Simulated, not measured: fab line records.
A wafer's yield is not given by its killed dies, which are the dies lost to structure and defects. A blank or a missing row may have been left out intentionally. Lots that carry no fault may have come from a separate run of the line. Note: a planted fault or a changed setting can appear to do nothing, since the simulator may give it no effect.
fab line records	flow sky130
[record] lots = 6	wafers = 16	last_day = 49
route steps=708 shown SD_P@327 RES_XHIGH@332 SD_N@342 SALICIDE@361 LI_CONTACT@362 PAD_OPEN@708
lots that met no fault: from a run of the same line without faults
start_h: hours from the record's opening day to when the first of the lot's shown wafers began	wait_h: hours since the lot's step before	" identical to the entry in the row above	L1.1+2: a single row standing in for several wafers	- no value, or no start was given	* or withheld: withheld	< > ~ a bound
route shown NAME@n: a module of which the file shows steps, and the number in the route of the first	usual: the fault-free wafers' mean and standard deviation	same: alike in all rows	chamber/n: place in a boat	sites: readings site by site	_std_site: standard deviation of those values	_edge_site: mean of outer sites minus mean of inner sites	radius_mm: how far each site lies from the wafer's centre	mask NAME#n: copy n	behind: the tool/chamber that last shaped the wafer	hold: why the lot was held/for how many hours/how that ended	device: the transistor (n, p or np) that didn't switch	end of line: tests run on the same wafers once the route is complete	a step given without rows: its recipe and nothing more	killed: at the first sort, the dies lost to defects and structure; wafer yield is something else	map: shows each die of a wafer: x if killed, . if not, _ if none is there
set.NAME: the setting as run; set.NAME@STEP: as run at that earlier step	model.NAME: the simulator's own value behind a step, which no gauge read
lots at some steps of the route; a table a step, a row a wafer
services: when a tool's chamber went out of use (start_h, in hours from the record's first day, below 0 if earlier), for how many hours, and the reason
[[steps]]
[step SKY_SD_P_CD_MEAS_07]
[recipe] target_cd_nm = 380
[usual] cd_nm = 381.0/2.4
lot.wafer	tool	chamber	start_h	wait_h	cd_nm
L101.1	cd_sem-02	-	577.41	0.1	379.9
L101.2	"	-	"	"	377.8
L101.6	"	-	"	"	379.9
L102.2	cd_sem-02	-	579.20	0.1	382.3
L102.3	"	-	"	"	383.7
L102.5	"	-	"	"	383.0
L109.1	cd_sem-02	-	640.50	0.1	377.7
L109.3	"	-	"	"	378.5
L109.5	"	-	"	"	378.4
L113.1	cd_sem-02	-	673.98	0.1	381.3
L113.3	"	-	"	"	380.3
L116.2	cd_sem-02	-	696.45	0.1	385.0
L116.3	"	-	"	"	384.3
L121.1	cd_sem-02	-	741.23	0.1	377.8
L121.3	"	-	"	"	378.7
L121.5	"	-	"	"	378.3
[step SKY_SD_P_OVL_MEAS_08]
[usual] SD_P_OVL = -0.7/1.3
lot.wafer	tool	chamber	start_h	wait_h	SD_P_OVL[nm]
L101.1	overlay-02	-	577.53	0.1	-3.6
L101.2	"	-	"	"	-3.2
L101.6	"	-	"	"	-2.9
L102.2	overlay-02	-	579.31	0.1	-2.5
L102.3	"	-	"	"	-1.3
L102.5	"	-	"	"	-2.2
L109.1	overlay-02	-	640.62	0.1	0.4
L109.3	"	-	"	"	-1.0
L109.5	"	-	"	"	-0.6
L113.1	overlay-02	-	674.10	0.1	0.2
L113.3	"	-	"	"	1.7
L116.2	overlay-02	-	696.56	0.1	-0.6
L116.3	"	-	"	"	-0.2
L121.1	overlay-01	-	741.35	0.1	-0.1
L121.3	"	-	"	"	-0.4
L121.5	"	-	"	"	0.7
[step SKY_SD_P_IMPLANT_09]
[recipe] species = BF2	energy_kev = 20	dose_cm2 = 3e+15	tilt_deg = 0
[step SKY_SD_P_STRIP_10]
[recipe] chemistry = O2/N2	power_w = 1400	pressure_mtorr = 1500	platen_temp_c = withheld	o2_flow_sccm = 3000	n2_flow_sccm = 300	overash_fraction = 0.5
[usual] drypump_motor_current_A = 5.7/0.46	oes_product_au = 0.618/0.0045	strip_time_to_endpoint_s = 17.48/0.039
lot.wafer	tool	chamber	start_h	wait_h	drypump_motor_current_A	oes_product_au	rf_hours_counter_h	strip_time_to_endpoint_s
L101.1	plasma_asher-01	1	577.72	0.1	5.0	0.617	84	17.48
L101.2	"	0	"	"	6.4	0.617	84	17.43
L101.6	"	0	"	"	6.4	0.613	-	17.46
L102.2	plasma_asher-04	1	579.49	0.1	5.2	0.621	15	17.43
L102.3	"	1	"	"	5.2	0.616	-	17.44
L102.5	"	1	"	"	5.2	0.612	-	17.42
L109.1	plasma_asher-04	1	640.80	0.1	5.2	0.624	21	17.43
L109.3	"	1	"	"	5.1	0.616	-	17.46
L109.5	"	1	"	"	5.2	0.620	-	17.40
L113.1	plasma_asher-01	1	674.29	0.1	5.0	0.624	94	17.51
L113.3	"	0	"	"	6.4	0.615	-	17.53
L116.2	plasma_asher-04	0	696.74	0.1	6.1	0.610	27	17.51
L116.3	"	1	"	"	5.2	0.614	-	17.51
L121.1	plasma_asher-03	1	741.54	0.1	5.7	0.615	63	17.45
L121.3	"	1	"	"	5.7	0.623	-	17.44
L121.5	"	1	"	"	5.7	0.618	-	17.45
[step SKY_SD_P_TW_MEAS_11]
[usual] SD_P_TW = 2845/24
lot.wafer	tool	chamber	start_h	wait_h	SD_P_TW
L101.1	film_metro-03	-	577.82	0.1	2827
L101.2	"	-	"	"	2841
L101.6	"	-	"	"	2833
L102.2	film_metro-02	-	579.60	0.1	2844
L102.3	"	-	"	"	2840
L102.5	"	-	"	"	2857
L109.1	film_metro-04	-	640.90	0.1	2878
L109.3	"	-	"	"	2890
L109.5	"	-	"	"	2870
L113.1	film_metro-02	-	674.39	0.1	2832
L113.3	"	-	"	"	2829
L116.2	film_metro-04	-	696.85	0.1	2858
L116.3	"	-	"	"	2870
L121.1	film_metro-03	-	741.64	0.1	2806
L121.3	"	-	"	"	2806
L121.5	"	-	"	"	2794
[step SKY_RES_XHIGH_DEHYDRATE_00]
[recipe] temp_c = 200	time_s = 60
[step SKY_RES_XHIGH_HMDS_01]
[recipe] prime_time_s = 60	prime_temp_c = 120
[step SKY_RES_XHIGH_COAT_02]
[recipe] resist = NOVOLAK	spin_rpm = 3000	resist_thk_nm = 1140
[step SKY_RES_XHIGH_SOFTBAKE_03]
[recipe] temp_c = 90	time_s = 60	resist = NOVOLAK
[step SKY_RES_XHIGH_EXPOSE_04]
[recipe] mask_id = URPM	na = 0.6	source_shape = conventional	sigma_outer = 0.6	polarization = unpolarized	target_cd_nm = 1270	dose_mj = 140
[step SKY_RES_XHIGH_PEB_05]
[recipe] temp_c = withheld	time_s = *	resist = NOVOLAK
[step SKY_RES_XHIGH_DEVELOP_06]
[recipe] resist = NOVOLAK	developer = TMAH	develop_time_s = 60	dev_temp_c = 23
[step SKY_RES_XHIGH_IMPLANT_07]
[recipe] species = BF2	energy_kev = 20	dose_cm2 = 3.6e+14	tilt_deg = 0
lot.wafer	tool	chamber	start_h	wait_h
L101.1+2+6	implanter-01	0	606.68	0.1
L102.2+3+5	implanter-04	0	608.50	0.1
L109.1+3+5	implanter-02	0	669.08	0.1
L113.1+3	implanter-02	0	701.82	0.1
L116.2+3	implanter-02	0	722.87	0.1
L121.1+3+5	implanter-04	0	767.08	0.1
[step SKY_RES_XHIGH_STRIP_08]
[recipe] chemistry = O2/N2	power_w = 1400	pressure_mtorr = 1500	platen_temp_c = withheld	o2_flow_sccm = 3000	n2_flow_sccm = 300	overash_fraction = 0.5
[usual] drypump_motor_current_A = 5.7/0.47	oes_product_au = 0.711/0.0044	strip_time_to_endpoint_s = 14.27/0.039
lot.wafer	tool	chamber	start_h	wait_h	drypump_motor_current_A	oes_product_au	rf_hours_counter_h	strip_time_to_endpoint_s
L101.1	plasma_asher-01	0	606.83	0.1	6.4	0.708	87	14.30
L101.2	"	1	"	"	5.0	0.707	87	14.30
L101.6	"	0	"	"	6.4	0.709	-	14.33
L102.2	plasma_asher-03	0	608.63	0.1	5.8	0.707	51	14.27
L102.3	"	1	"	"	5.7	0.706	-	14.30
L102.5	"	1	"	"	5.7	0.710	-	14.31
L109.1	plasma_asher-03	1	669.23	0.1	5.7	0.707	57	14.24
L109.3	"	1	"	"	5.7	0.712	-	14.27
L109.5	"	1	"	"	5.7	0.716	-	14.25
L113.1	plasma_asher-02	0	701.97	0.1	6.1	0.719	83	14.31
L113.3	"	0	"	"	6.1	0.714	-	14.29
L116.2	plasma_asher-01	0	723.00	0.1	6.4	0.711	100	14.30
L116.3	"	1	"	"	4.9	0.711	-	14.30
L121.1	plasma_asher-01	0	767.23	0.1	6.4	0.711	2	14.25
L121.3	"	0	"	"	6.4	0.705	-	14.25
L121.5	"	0	"	"	6.4	0.714	-	14.24
[step SKY_RES_XHIGH_TW_MEAS_09]
[usual] RES_XHIGH_TW = 1649/12
lot.wafer	tool	chamber	start_h	wait_h	RES_XHIGH_TW
L101.1	film_metro-02	-	606.93	0.1	1652
L101.2	"	-	"	"	1667
L101.6	"	-	"	"	1664
L102.2	film_metro-03	-	608.74	0.1	1630
L102.3	"	-	"	"	1637
L102.5	"	-	"	"	1633
L109.1	film_metro-02	-	669.33	0.1	1649
L109.3	"	-	"	"	1648
L109.5	"	-	"	"	1643
L113.1	film_metro-03	-	702.07	0.1	1641
L113.3	"	-	"	"	1642
L116.2	film_metro-02	-	723.11	0.1	1648
L116.3	"	-	"	"	1655
L121.1	film_metro-03	-	767.33	0.1	1641
L121.3	"	-	"	"	1645
L121.5	"	-	"	"	1641
[step SKY_SD_N_DEHYDRATE_00]
[recipe] temp_c = 200	time_s = 60
[step SKY_SD_N_HMDS_01]
[recipe] prime_time_s = 60	prime_temp_c = 120
[step SKY_SD_N_COAT_02]
[recipe] resist = NOVOLAK	spin_rpm = 3000	resist_thk_nm = 1140
[step SKY_SD_N_SOFTBAKE_03]
[recipe] temp_c = 90	time_s = 60	resist = NOVOLAK
[step SKY_SD_N_EXPOSE_04]
[recipe] mask_id = NSDM	na = 0.6	source_shape = conventional	sigma_outer = 0.6	polarization = unpolarized	target_cd_nm = 380	dose_mj = 141
[step SKY_SD_N_PEB_05]
[recipe] temp_c = withheld	time_s = *	resist = NOVOLAK
[step SKY_SD_N_DEVELOP_06]
[recipe] resist = NOVOLAK	developer = TMAH	develop_time_s = 60	dev_temp_c = 23
[step SKY_SD_N_CD_MEAS_07]
[recipe] target_cd_nm = 380
[usual] cd_nm = 379.8/2.5
lot.wafer	tool	chamber	start_h	wait_h	cd_nm
L101.1	cd_sem-01	-	636.34	0.1	382.7
L101.2	"	-	"	"	386.2
L101.6	"	-	"	"	383.0
L102.2	cd_sem-02	-	637.79	0.1	381.8
L102.3	"	-	"	"	380.9
L102.5	"	-	"	"	382.5
L109.1	cd_sem-01	-	696.97	0.1	378.5
L109.3	"	-	"	"	376.4
L109.5	"	-	"	"	377.2
L113.1	cd_sem-01	-	727.86	0.1	379.3
L113.3	"	-	"	"	376.6
L116.2	cd_sem-02	-	749.49	0.1	377.1
L116.3	"	-	"	"	380.3
L121.1	cd_sem-02	-	793.07	0.1	378.4
L121.3	"	-	"	"	378.7
L121.5	"	-	"	"	379.2
[step SKY_SD_N_OVL_MEAS_08]
[usual] SD_N_OVL = -1.8/1.4
lot.wafer	tool	chamber	start_h	wait_h	SD_N_OVL[nm]
L101.1	overlay-02	-	636.46	0.1	-0.4
L101.2	"	-	"	"	-1.4
L101.6	"	-	"	"	0.1
L102.2	overlay-02	-	637.89	0.1	-1.6
L102.3	"	-	"	"	-4.1
L102.5	"	-	"	"	-1.4
L109.1	overlay-02	-	697.09	0.1	-3.5
L109.3	"	-	"	"	-2.4
L109.5	"	-	"	"	-4.0
L113.1	overlay-02	-	727.98	0.1	-3.2
L113.3	"	-	"	"	-2.5
L116.2	overlay-02	-	749.59	0.1	-4.2
L116.3	"	-	"	"	-4.6
L121.1	overlay-01	-	793.19	0.1	-1.4
L121.3	"	-	"	"	-1.0
L121.5	"	-	"	"	-2.6
[step SKY_SD_N_IMPLANT_09]
[recipe] species = As	energy_kev = 50	dose_cm2 = 4e+15	tilt_deg = 0
[step SKY_SD_N_IMPLANT_10]
[recipe] species = P	energy_kev = 20	dose_cm2 = 1e+14	tilt_deg = 0
[step SKY_SD_N_STRIP_11]
[recipe] chemistry = O2/N2	power_w = 1400	pressure_mtorr = 1500	platen_temp_c = withheld	o2_flow_sccm = 3000	n2_flow_sccm = 300	overash_fraction = 0.5
[usual] drypump_motor_current_A = 5.7/0.33	oes_product_au = 0.528/0.0044	strip_time_to_endpoint_s = 22.55/0.043
lot.wafer	tool	chamber	start_h	wait_h	drypump_motor_current_A	oes_product_au	rf_hours_counter_h	strip_time_to_endpoint_s
L101.1	plasma_asher-02	1	636.79	0.1	5.5	0.524	78	22.60
L101.2	"	0	"	"	6.1	0.526	78	22.61
L101.6	"	0	"	"	6.1	0.525	-	22.58
L102.2	plasma_asher-03	0	638.22	0.1	5.7	0.526	54	22.60
L102.3	"	0	"	"	5.7	0.531	-	22.60
L102.5	"	1	"	"	5.7	0.529	-	22.60
L109.1	plasma_asher-04	1	697.42	0.1	5.2	0.533	27	22.61
L109.3	"	1	"	"	5.2	0.530	-	22.65
L109.5	"	1	"	"	5.2	0.536	-	22.61
L113.1	plasma_asher-04	0	728.32	0.1	6.1	0.525	30	22.58
L113.3	"	0	"	"	6.1	0.530	-	22.62
L116.2	plasma_asher-03	1	749.92	0.1	5.7	0.536	64	22.57
L116.3	"	0	"	"	5.7	0.533	-	22.59
L121.1	plasma_asher-03	1	793.53	0.1	5.7	0.518	68	22.55
L121.3	"	0	"	"	5.7	0.526	-	22.51
L121.5	"	1	"	"	5.8	0.529	-	22.52
[step SKY_SD_N_TW_MEAS_12]
[usual] SD_N_TW = 4017/34
lot.wafer	tool	chamber	start_h	wait_h	SD_N_TW
L101.1	film_metro-03	-	636.90	0.1	3978
L101.2	"	-	"	"	3973
L101.6	"	-	"	"	3986
L102.2	film_metro-02	-	638.35	0.1	4019
L102.3	"	-	"	"	4013
L102.5	"	-	"	"	4032
L109.1	film_metro-02	-	697.52	0.1	4029
L109.3	"	-	"	"	4028
L109.5	"	-	"	"	4022
L113.1	film_metro-02	-	728.42	0.1	3995
L113.3	"	-	"	"	4004
L116.2	film_metro-04	-	750.03	0.1	4022
L116.3	"	-	"	"	4052
L121.1	film_metro-04	-	793.63	0.1	4024
L121.3	"	-	"	"	4062
L121.5	"	-	"	"	4029
[step SKY_SD_N_CLEAN_13]
[recipe] chemistry = SC1/SC2	mix = 1:4:20	temp_c = 70	time_s = 150	dry = n2_spin
[step SKY_SD_N_RTA_14]
[recipe] temp_c = 1075	time_s = 2	idle_temp_c = 650	ramp_up_c_per_s = 150	ramp_down_c_per_s = 90	ambient = N2
[usual] lamp_power_pct = 15.74/0.053	wafer_temp_C_max = 1078.2/1.3
lot.wafer	tool	chamber	start_h	wait_h	lamp_power_pct	wafer_temp_C_max
L101.1	rtp_anneal-02	0	637.01	0.0	15.72	1077.4
L101.2	"	0	"	"	15.74	1078.0
L101.6	"	0	"	"	15.77	1081.0
L102.2	rtp_anneal-01	0	638.46	0.0	15.78	1077.1
L102.3	"	0	"	"	15.73	1080.5
L102.5	"	0	"	"	15.71	1078.5
L109.1	rtp_anneal-01	0	697.64	0.0	15.73	1077.3
L109.3	"	0	"	"	15.79	1080.5
L109.5	"	0	"	"	15.77	1080.2
L113.1	rtp_anneal-01	0	728.53	0.0	15.72	1078.7
L113.3	"	0	"	"	15.70	1077.5
L116.2	rtp_anneal-02	0	750.14	0.0	15.76	1078.4
L116.3	"	0	"	"	15.74	1079.2
L121.1	rtp_anneal-02	0	793.74	0.0	15.77	1076.2
L121.3	"	0	"	"	15.71	1079.1
L121.5	"	0	"	"	15.70	1077.0
[step SKY_SD_N_RS_MEAS_16]
[recipe] thk_meas_gauge = four-point-probe
[usual] SD_N_RS = 68.62/0.12
lot.wafer	tool	chamber	start_h	wait_h	SD_N_RS[ohm/sq]
L101.1	film_metro-03	-	637.19	0.1	68.58
L101.2	"	-	"	"	68.54
L101.6	"	-	"	"	68.66
L102.2	film_metro-03	-	638.64	0.1	68.63
L102.3	"	-	"	"	68.48
L102.5	"	-	"	"	68.51
L109.1	film_metro-03	-	697.81	0.1	68.68
L109.3	"	-	"	"	68.57
L109.5	"	-	"	"	68.53
L113.1	film_metro-04	-	728.70	0.1	68.54
L113.3	"	-	"	"	68.63
L116.2	film_metro-02	-	750.33	0.1	68.61
L116.3	"	-	"	"	68.71
L121.1	film_metro-02	-	793.91	0.1	68.50
L121.3	"	-	"	"	68.66
L121.5	"	-	"	"	68.57
[step SKY_SD_N_RS_MEAS_17]
[recipe] thk_meas_gauge = four-point-probe
[usual] SD_P_RS = 147.3/0.36
lot.wafer	tool	chamber	start_h	wait_h	SD_P_RS[ohm/sq]
L101.1	film_metro-03	-	637.31	0.1	146.6
L101.2	"	-	"	"	146.9
L101.6	"	-	"	"	146.9
L102.2	film_metro-03	-	638.76	0.1	147.2
L102.3	"	-	"	"	147.2
L102.5	"	-	"	"	147.0
L109.1	film_metro-03	-	697.93	0.1	147.5
L109.3	"	-	"	"	147.0
L109.5	"	-	"	"	147.3
L113.1	film_metro-04	-	728.82	0.1	147.7
L113.3	"	-	"	"	147.6
L116.2	film_metro-02	-	750.45	0.1	147.3
L116.3	"	-	"	"	147.6
L121.1	film_metro-02	-	794.03	0.1	147.1
L121.3	"	-	"	"	147.4
L121.5	"	-	"	"	146.8
[step SKY_SD_N_RS_MEAS_18]
[recipe] thk_meas_gauge = four-point-probe
[usual] RES_XHIGH_RS = 333.6/1.3
lot.wafer	tool	chamber	start_h	wait_h	RES_XHIGH_RS[ohm/sq]
L101.1	film_metro-03	-	637.43	0.1	333.4
L101.2	"	-	"	"	333.7
L101.6	"	-	"	"	333.8
L102.2	film_metro-03	-	638.88	0.1	333.6
L102.3	"	-	"	"	333.5
L102.5	"	-	"	"	335.2
L109.1	film_metro-03	-	698.05	0.1	332.9
L109.3	"	-	"	"	333.4
L109.5	"	-	"	"	335.2
L113.1	film_metro-04	-	728.94	0.1	336.7
L113.3	"	-	"	"	333.2
L116.2	film_metro-02	-	750.57	0.1	335.5
L116.3	"	-	"	"	332.2
L121.1	film_metro-02	-	794.15	0.1	333.5
L121.3	"	-	"	"	334.3
L121.5	"	-	"	"	334.3
[step SKY_SALICIDE_CLEAN_00]
[recipe] chemistry = HF-last	time_s = 30	dilution = 100:1	dry = ipa_marangoni
[step SKY_LI_CONTACT_HDPCVD_00]
[recipe] material = PSG	target_thk_nm = 930	sigma_open_frac = 0.3	time_s = 155	temp_c = 600	sih4_flow_sccm = 60	pressure_mtorr = 6
[step SKY_LI_CONTACT_THK_MEAS_01]
[recipe] reads = PSG_of_LI_CONTACT_HDPCVD_00
[usual] LI_CONTACT_HDPCVD_THK = 925/9.9
lot.wafer	tool	chamber	start_h	wait_h	LI_CONTACT_HDPCVD_THK[nm]
L101.1	film_metro-02	-	637.67	0.1	927
L101.2	"	-	"	"	922
L101.6	"	-	"	"	918
L102.2	film_metro-02	-	639.11	0.1	907
L102.3	"	-	"	"	911
L102.5	"	-	"	"	910
L109.1	film_metro-02	-	698.29	0.1	925
L109.3	"	-	"	"	909
L109.5	"	-	"	"	920
L113.1	film_metro-03	-	729.18	0.1	919
L113.3	"	-	"	"	920
L116.2	film_metro-03	-	750.80	0.1	932
L116.3	"	-	"	"	934
L121.1	film_metro-03	-	794.39	0.1	919
L121.3	"	-	"	"	935
L121.5	"	-	"	"	935
[step SKY_LI_CONTACT_CMP_02]
[recipe] material = PSG	down_force_psi = 4	platen_rpm = 60	pad_velocity_m_s = 0.94248
[usual] motor_current_A = 11.7/1.1	time_to_endpoint_s = 32.1/2.6
lot.wafer	tool	chamber	start_h	wait_h	motor_current_A	time_to_endpoint_s
L101.1	cmp-01	0	637.78	0.1	10.3	29.5
L101.2	"	1	"	"	11.5	28.7
L101.6	"	3	"	"	11.9	30.3
L102.3	cmp-01	0	639.21	0.1	9.6	27.0
L102.2	"	2	"	"	12.4	25.1
L102.5	"	0	"	"	10.3	24.0
L109.3	cmp-02	3	698.40	0.1	11.1	35.1
L109.1	"	1	"	"	12.7	28.9
L109.5	"	2	"	"	14.0	31.2
L113.3	cmp-02	1	729.34	0.1	12.5	29.7
L113.1	"	2	"	"	13.3	30.7
L116.2	cmp-02	2	750.85	0.0	13.5	30.2
L116.3	"	3	"	"	10.3	34.5
L121.3	cmp-01	1	794.45	0.0	11.1	33.7
L121.1	"	0	"	"	10.3	33.8
L121.5	"	2	"	"	11.8	31.8
[step SKY_LI_CONTACT_BOW_MEAS_03]
[recipe] mode = bow
[usual] LI_CONTACT_BOW = 55/6.2
lot.wafer	tool	chamber	start_h	wait_h	LI_CONTACT_BOW[um]
L101.1	film_metro-02	-	638.03	0.2	49
L101.2	"	-	"	"	61
L101.6	"	-	"	"	60
L102.2	film_metro-02	-	639.48	0.1	55
L102.3	"	-	"	"	62
L102.5	"	-	"	"	58
L109.1	film_metro-04	-	698.65	0.1	57
L109.3	"	-	"	"	54
L109.5	"	-	"	"	52
L113.1	film_metro-04	-	729.54	0.1	64
L113.3	"	-	"	"	54
L116.2	film_metro-03	-	751.17	0.3	56
L116.3	"	-	"	"	54
L121.1	film_metro-04	-	794.75	0.1	54
L121.3	"	-	"	"	52
L121.5	"	-	"	"	62
[step SKY_LI_CONTACT_DEHYDRATE_04]
[recipe] temp_c = 200	time_s = 60
[step SKY_LI_CONTACT_HMDS_05]
[recipe] prime_time_s = 60	prime_temp_c = 120
[step SKY_LI_CONTACT_COAT_06]
[recipe] resist = BARC	temp_c = withheld	time_s = withheld	spin_rpm = 3000	resist_thk_nm = 60
[step SKY_PAD_OPEN_PROBE_99]
[usual] killed_at_M0_to_M3 = 42/7.4	killed_at_M4_up = 3.4/1.8	killed_at_contacts = 25/5.4	killed_at_front_end = 15/4.4	killed_at_other = 0.2/0.52	killed_dies = 86/9.3	killed_on_rim = 17/3.9	killed_open = 47/7.6	killed_short = 39/6.5
[same] gross_dies = 492	killed_at_back_side = 0
lot.wafer	tool	chamber	start_h	wait_h	killed_at_M0_to_M3	killed_at_M4_up	killed_at_contacts	killed_at_front_end	killed_at_other	killed_dies	killed_on_rim	killed_open	killed_short	model.etest.res_xhigh_po.rs_ohm_sq_range
L101.1	prober-02	-	1071.98	0.1	40	4	25	14	3	86	17	50	36	92.54
L101.2	prober-02	-	1072.03	0.1	44	5	23	8	0	80	14	46	34	108.9
L101.6	prober-02	-	1072.23	0.2	47	5	20	15	0	87	23	53	34	119.2
L102.2	prober-01	-	1073.03	0.1	54	4	28	16	0	102	22	63	39	108
L102.3	prober-01	-	1073.08	0.2	50	7	23	10	0	90	24	48	42	117.4
L102.5	prober-01	-	1073.18	0.2	58	4	21	26	0	109	25	53	56	122.2
L109.1	prober-02	-	1113.62	0.1	39	4	20	8	0	71	10	35	36	86.26
L109.3	prober-02	-	1113.72	0.2	43	2	15	20	0	80	9	46	34	70.29
L109.5	prober-02	-	1113.82	0.2	39	3	30	16	0	88	15	49	39	61.12
L113.1	prober-02	-	1138.21	0.1	37	4	26	12	0	79	13	40	39	253.7
L113.3	prober-02	-	1138.31	0.2	61	5	19	16	0	101	12	61	40	115.2
L116.2	prober-02	-	1152.23	0.1	39	3	15	14	0	71	16	27	44	170.4
L116.3	prober-02	-	1152.28	0.2	47	2	26	14	0	89	18	46	43	57.53
L121.1	prober-02	-	1180.24	0.1	34	3	22	17	0	76	17	52	24	66.94
L121.3	prober-02	-	1180.34	0.2	51	3	20	13	0	87	22	36	51	70.62
L121.5	prober-02	-	1180.44	0.2	49	3	24	9	0	85	17	52	33	62.59
// killed by level:class
L101.1 VIA1:geometric_particle:open=10 METAL2:geometric_particle:short=10 LI_CONTACT:geometric_particle:open=9 CONTACT:geometric_particle:open=9 FIELD_ISO:geometric_particle:open=6 METAL1:geometric_particle:short=6 VIA3:geometric_particle:open=5 CONTACT:geometric_particle:short=4
L101.2 METAL1:geometric_particle:short=10 VIA3:geometric_particle:open=8 VIA1:geometric_particle:open=7 LI_CONTACT:geometric_particle:open=6 CONTACT:geometric_particle:open=6 LOCAL_INTERCONNECT:geometric_particle:short=5 VIA2:geometric_particle:open=5 POLY_GATE:geometric_particle:open=4
L101.6 CONTACT:geometric_particle:open=10 VIA1:geometric_particle:open=10 METAL2:geometric_particle:short=7 VIA2:geometric_particle:open=7 VIA3:geometric_particle:open=7 FIELD_ISO:geometric_particle:short=4 LI_CONTACT:geometric_particle:open=4 CONTACT:geometric_particle:short=4
L102.2 VIA1:geometric_particle:open=14 VIA3:geometric_particle:open=12 CONTACT:geometric_particle:open=9 LI_CONTACT:geometric_particle:open=8 VIA1:geometric_particle:short=8 LI_CONTACT:geometric_particle:short=7 METAL2:geometric_particle:short=5 FIELD_ISO:geometric_particle:open=4
L102.3 VIA3:geometric_particle:open=12 CONTACT:geometric_particle:open=9 METAL1:geometric_particle:short=9 VIA1:geometric_particle:open=8 VIA3:geometric_particle:short=6 VIA2:geometric_particle:open=6 CONTACT:geometric_particle:short=5 LI_CONTACT:geometric_particle:open=4
L102.5 CONTACT:geometric_particle:open=11 VIA2:geometric_particle:open=9 FIELD_ISO:geometric_particle:open=7 METAL3:geometric_particle:short=7 VIA3:geometric_particle:open=7 METAL1:geometric_particle:short=7 VIA1:geometric_particle:open=7 FIELD_ISO:geometric_particle:short=6
L109.1 VIA3:geometric_particle:open=7 LI_CONTACT:geometric_particle:open=6 VIA1:geometric_particle:open=6 CONTACT:geometric_particle:open=5 METAL2:geometric_particle:short=4 CONTACT:geometric_particle:short=4 VIA2:geometric_particle:short=4 VIA3:geometric_particle:short=4
L109.3 VIA1:geometric_particle:open=11 VIA2:geometric_particle:open=9 FIELD_ISO:geometric_particle:short=8 FIELD_ISO:geometric_particle:open=6 CONTACT:geometric_particle:open=6 LI_CONTACT:geometric_particle:open=5 VIA1:geometric_particle:short=5 VIA3:geometric_particle:open=5
L109.5 LI_CONTACT:geometric_particle:open=10 VIA2:geometric_particle:open=9 VIA1:geometric_particle:short=8 VIA3:geometric_particle:open=6 CONTACT:geometric_particle:open=6 LOCAL_INTERCONNECT:geometric_particle:short=5 VIA1:geometric_particle:open=5 POLY_GATE:geometric_particle:open=4
L113.1 CONTACT:geometric_particle:open=10 VIA3:geometric_particle:open=7 LOCAL_INTERCONNECT:geometric_particle:short=5 LI_CONTACT:geometric_particle:open=5 VIA1:geometric_particle:open=5 VIA2:geometric_particle:short=5 VIA3:geometric_particle:short=5 FIELD_ISO:geometric_particle:short=4
L113.3 VIA1:geometric_particle:open=16 VIA3:geometric_particle:open=11 VIA2:geometric_particle:open=10 VIA1:geometric_particle:short=6 METAL2:geometric_particle:short=6 LI_CONTACT:geometric_particle:open=5 METAL4:geometric_particle:short=5 POLY_GATE:geometric_particle:open=4
L116.2 VIA1:geometric_particle:open=9 VIA1:geometric_particle:short=7 POLY_GATE:geometric_particle:short=6 FIELD_ISO:geometric_particle:short=5 METAL1:geometric_particle:short=5 LI_CONTACT:geometric_particle:open=4 CONTACT:geometric_particle:short=4 VIA2:geometric_particle:open=3
L116.3 CONTACT:geometric_particle:open=12 METAL1:geometric_particle:short=10 VIA3:geometric_particle:open=10 LI_CONTACT:geometric_particle:open=6 VIA2:geometric_particle:short=6 FIELD_ISO:geometric_particle:short=5 LOCAL_INTERCONNECT:geometric_particle:short=5 VIA1:geometric_particle:open=5
L121.1 CONTACT:geometric_particle:open=11 VIA1:geometric_particle:open=9 FIELD_ISO:geometric_particle:open=7 VIA3:geometric_particle:open=6 LI_CONTACT:geometric_particle:open=5 VIA1:geometric_particle:short=5 POLY_GATE:geometric_particle:open=3 CONTACT:geometric_particle:short=3
L121.3 VIA1:geometric_particle:open=12 METAL2:geometric_particle:short=7 FIELD_ISO:geometric_particle:short=6 CONTACT:geometric_particle:open=6 VIA1:geometric_particle:short=6 METAL1:geometric_particle:short=6 VIA3:geometric_particle:open=6 VIA2:geometric_particle:open=5
L121.5 CONTACT:geometric_particle:open=11 VIA3:geometric_particle:open=11 VIA2:geometric_particle:open=8 VIA1:geometric_particle:open=7 METAL1:geometric_particle:short=6 CONTACT:geometric_particle:short=5 FIELD_ISO:geometric_particle:open=4 METAL2:geometric_particle:short=4
[[services]]
tool	chamber	start_h	hours	kind
implanter-02	-	558.56	2.8	repair
implanter-02	-	568.65	3.4	pm
cmp-01	-	573.26	1.8	repair
cmp-02	-	588.63	4.0	pm
implanter-02	-	591.92	16.2	repair
cmp-02	-	596.98	3.0	repair
cmp-02	-	605.33	4.1	repair
cmp-02	-	611.59	0.4	repair
implanter-02	-	643.31	2.1	repair
cmp-01	-	650.39	6.2	pm
cmp-01	-	656.59	4.2	pm
plasma_asher-03	-	670.43	5.3	repair
implanter-02	-	676.24	1.4	repair
cmp-01	-	685.46	1.0	repair
plasma_asher-04	-	690.53	5.0	repair
cmp-02	-	693.28	0.9	repair
rtp_anneal-02	-	696.96	4.6	pm
implanter-02	-	705.19	3.9	pm
cmp-01	-	711.86	0.5	repair
plasma_asher-03	-	718.20	19.1	repair
plasma_asher-01	-	733.75	9.0	pm
cmp-01	-	744.12	4.0	pm
plasma_asher-04	-	746.76	2.8	pm
cmp-02	-	779.68	4.3	repair
[[key]]
first_sign none at tools or gauges
[model_effect] step = SKY_PAD_OPEN_PROBE_99	value = etest.res_xhigh_po.rs_ohm_sq_range	without = 71.62	struck = 212.1
met_at SKY_RES_XHIGH_IMPLANT_07
struck_wafers L113.1,L116.2
tester_left_out L113,L116
onset_between 669.08 701.82
[fault] kind = process_parameter_drift	tool = implanter-02	chamber = -	onset_h = 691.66	steps = SKY_RES_XHIGH_IMPLANT_07	channel = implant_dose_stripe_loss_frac	offset = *	shape = step	end_h = 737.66	scope = struck_wafers_only
// tester_left_out: of these lots the tester's yield and bins aren't shown, on N5 and GAA mostly nor the transistor test; their killed dies are dies lost to structure and defects alone, not to doping, threshold or leakage, so they don't give the yield
